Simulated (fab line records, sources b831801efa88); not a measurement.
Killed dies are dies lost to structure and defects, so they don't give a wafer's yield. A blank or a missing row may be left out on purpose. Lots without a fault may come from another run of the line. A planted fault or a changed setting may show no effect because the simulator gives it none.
Which tool did it? | flow gf180mcu | 13 lots, 39 wafers sampled, at 4 steps of a route of 602

WHAT THE GAUGES READ, wafer by wafer
GF_V2_BOW_MEAS_05. Usual: V2_BOW 102 um, standard deviation 9.3.
lot  | measured     | on            | V2_BOW (um) | flag
L456 | day 19 06:08 | film_metro-03 | 84 101 102  |
L457 | day 19 13:34 | film_metro-02 | 88 86 99    |
L458 | day 20 03:20 | film_metro-02 | 119 117 105 |
L459 | day 20 12:29 | film_metro-02 | 112 84 100  |
L460 | day 20 21:04 | film_metro-03 | 119 109 117 |
L464 | day 22 14:42 | film_metro-02 | 92 96 92    |
L465 | day 22 20:43 | film_metro-03 | 98 98 100   |
L474 | day 25 18:23 | film_metro-02 | 94 96 98    |
L475 | day 25 22:20 | film_metro-03 | 109 106 100 |
L476 | day 26 10:08 | film_metro-02 | 94 104 87   |
L477 | day 26 16:14 | film_metro-02 | 114 104 101 |
L478 | day 26 22:59 | film_metro-03 | 108 100 103 |
L479 | day 27 03:55 | film_metro-02 | 119 111 102 |

GF_V2_CD_MEAS_14: target cd 260 nm. Usual: cd_nm 260.3 nm, standard deviation 1.2.
lot  | measured     | on        | cd_nm (nm)        | flag
L456 | day 20 06:29 | cd_sem-01 | 260.3 260.6 260.0 |
L457 | day 20 14:07 | cd_sem-02 | 260.9 262.2 261.3 |
L458 | day 21 03:22 | cd_sem-02 | 259.7 259.8 260.8 |
L459 | day 21 12:19 | cd_sem-01 | 260.5 259.9 261.7 |
L460 | day 21 20:33 | cd_sem-02 | 261.1 260.8 262.9 |
L464 | day 23 13:06 | cd_sem-01 | 260.7 262.0 260.1 |
L465 | day 23 19:27 | cd_sem-02 | 261.4 261.1 261.7 |
L474 | day 26 15:43 | cd_sem-02 | 260.5 259.9 259.9 |
L475 | day 26 19:20 | cd_sem-01 | 259.7 260.0 260.0 |
L476 | day 27 06:11 | cd_sem-01 | 261.7 261.0 259.9 |
L477 | day 27 12:11 | cd_sem-01 | 258.8 259.1 258.3 |
L478 | day 27 18:55 | cd_sem-01 | 260.1 260.9 261.7 |
L479 | day 28 00:14 | cd_sem-01 | 261.3 262.2 262.1 |

GF_V3_CD_MEAS_14: target cd 260 nm. Usual: cd_nm 260.1 nm, standard deviation 1.3.
lot  | measured     | on        | cd_nm (nm)        | flag
L456 | day 22 09:15 | cd_sem-02 | 259.8 259.9 259.3 |
L457 | day 22 17:31 | cd_sem-01 | 257.1 258.0 259.4 |
L458 | day 23 05:07 | cd_sem-02 | 259.6 258.7 259.9 |
L459 | day 23 14:55 | cd_sem-02 | 261.0 259.7 258.5 |
L460 | day 23 23:12 | cd_sem-02 | 261.2 262.2 262.3 |
L464 | day 25 12:49 | cd_sem-02 | 259.1 259.0 259.7 |
L465 | day 25 18:11 | cd_sem-01 | 260.2 260.0 260.9 |
L474 | day 28 11:04 | cd_sem-01 | 260.2 261.1 260.4 |
L475 | day 28 14:02 | cd_sem-02 | 261.1 262.3 262.0 |
L476 | day 29 00:24 | cd_sem-01 | 259.6 258.9 259.6 |
L477 | day 29 06:15 | cd_sem-02 | 261.5 261.1 261.6 |
L478 | day 29 12:35 | cd_sem-02 | 258.4 259.2 258.7 |
L479 | day 29 18:11 | cd_sem-01 | 258.6 259.2 260.9 |

WHICH TOOL RAN EACH LOT (tool, then ch and the chambers of the sampled wafers, then the start)
lot  | GF_POLY_GATE_OXIDATION_16
L456 | furnace-01 ch 0, day 9 06:25
L457 | furnace-01 ch 0, day 9 11:52
L458 | furnace-01 ch 0, day 9 22:21
L459 | furnace-02 ch 0, day 10 02:30
L460 | furnace-01 ch 0, day 10 10:59
L464 | furnace-02 ch 0, day 11 18:38
L465 | furnace-02 ch 0, day 11 23:01
L474 | furnace-01 ch 0, day 14 14:31
L475 | furnace-02 ch 0, day 14 19:58
L476 | furnace-02 ch 0, day 15 06:46
L477 | furnace-01 ch 0, day 15 11:44
L478 | furnace-01 ch 0, day 15 22:37
L479 | furnace-01 ch 0, day 16 01:13
- GF_POLY_GATE_OXIDATION_16: stabilise 600 s, purge 300 s, target thk 4 nm.

WHAT THE TOOLS THEMSELVES READ (means of the sampled wafers that have a number; where no wafer has one, the mark that the record gives instead)
GF_POLY_GATE_OXIDATION_16. Usual: spike_tc_bottom_C 867.1 C, standard deviation 1; spike_tc_centre_C 850.7 C, standard deviation 1.1; spike_tc_lower_C 852.1 C, standard deviation 1.5; spike_tc_top_C 860.9 C, standard deviation 1; spike_tc_upper_C 851.9 C, standard deviation 1; tube_center_temp_C 850.01 C, standard deviation 0.079; tube_center_temp_C_max 852.2, standard deviation 0.37; zone_power_lower_pct 15.0 %, standard deviation 0.4; zone_power_upper_pct 15.01 %, standard deviation 0.16.
lot  | tool       | spike_tc_bottom_C (C) | spike_tc_centre_C (C) | spike_tc_lower_C (C) | spike_tc_top_C (C) | spike_tc_upper_C (C) | tube_center_temp_C (C) | tube_center_temp_C_max | zone_power_lower_pct (%) | zone_power_upper_pct (%) | flag
L456 | furnace-01 | 867.6                 | 850.4                 | 850.2                | 861.1              | 851.0                | 849.98                 | 852.1                  | 15.5                     | 15.09                    |
L457 | furnace-01 | 867.4                 | 849.8                 | 851.0                | 861.5              | 851.2                | 849.97                 | 852.1                  | 15.4                     | 15.12                    |
L458 | furnace-01 | 866.9                 | 852.1                 | 850.7                | 861.4              | 851.1                | 850.07                 | 852.1                  | 15.2                     | 15.09                    |
L459 | furnace-02 | 867.7                 | 850.9                 | 853.2                | 860.2              | 852.4                | 849.98                 | 852.0                  | 14.7                     | 15.05                    |
L460 | furnace-01 | 866.3                 | 850.4                 | 851.0                | 861.3              | 851.2                | 850.01                 | 852.2                  | 15.5                     | 14.99                    |
L464 | furnace-02 | 873.8                 | 857.6                 | 860.3                | 866.4              | 859.1                | 856.33                 | 858.6                  | 14.8                     | 15.23                    | OFF
L465 | furnace-02 | 873.4                 | 856.7                 | 859.0                | 865.9              | 858.4                | 856.43                 | 858.6                  | 14.9                     | 15.38                    | OFF
L474 | furnace-01 | 868.0                 | 851.8                 | 850.4                | 861.1              | 851.7                | 849.89                 | 851.8                  | 15.5                     | 15.03                    |
L475 | furnace-02 | 866.5                 | 850.6                 | 854.0                | 860.7              | 851.2                | 850.07                 | 852.4                  | 14.5                     | 15.19                    |
L476 | furnace-02 | 867.4                 | 849.3                 | 854.0                | 860.4              | 852.8                | 850.01                 | 852.3                  | 14.6                     | 15.20                    |
L477 | furnace-01 | 866.5                 | 851.6                 | 851.2                | 861.9              | 851.1                | 849.99                 | 852.3                  | 15.4                     | 14.85                    |
L478 | furnace-01 | 866.7                 | 851.7                 | 851.3                | 861.2              | 851.8                | 849.98                 | 851.6                  | 15.5                     | 14.83                    |
L479 | furnace-01 | 867.5                 | 851.5                 | 851.4                | 861.8              | 851.8                | 850.02                 | 852.1                  | 15.4                     | 14.86                    |

THE ANSWER, worked out from the rows above alone
Rule: a lot is off if the mean of its wafers that have a number lies more than 3 standard deviations from the usual mean. A lot without any number at a reading at which 4 lots or more have one is off too. The other lots that the step has rows for count as sound. The gauges are gone through in route order, then the tools' own readings, and for those a lot's mean is taken as printed above. The first step at which some lot is off is used, and at that step the reading that is off furthest; a lot without a number counts as furthest.
Off: L464, L465, at GF_POLY_GATE_OXIDATION_16 (tube_center_temp_C).
A tool fits if, at that step or a process step before it, it ran every lot that is off, and no sound lot after the first of them. None of those tried fits.

WHAT THE SIMULATOR HAD PUT IN
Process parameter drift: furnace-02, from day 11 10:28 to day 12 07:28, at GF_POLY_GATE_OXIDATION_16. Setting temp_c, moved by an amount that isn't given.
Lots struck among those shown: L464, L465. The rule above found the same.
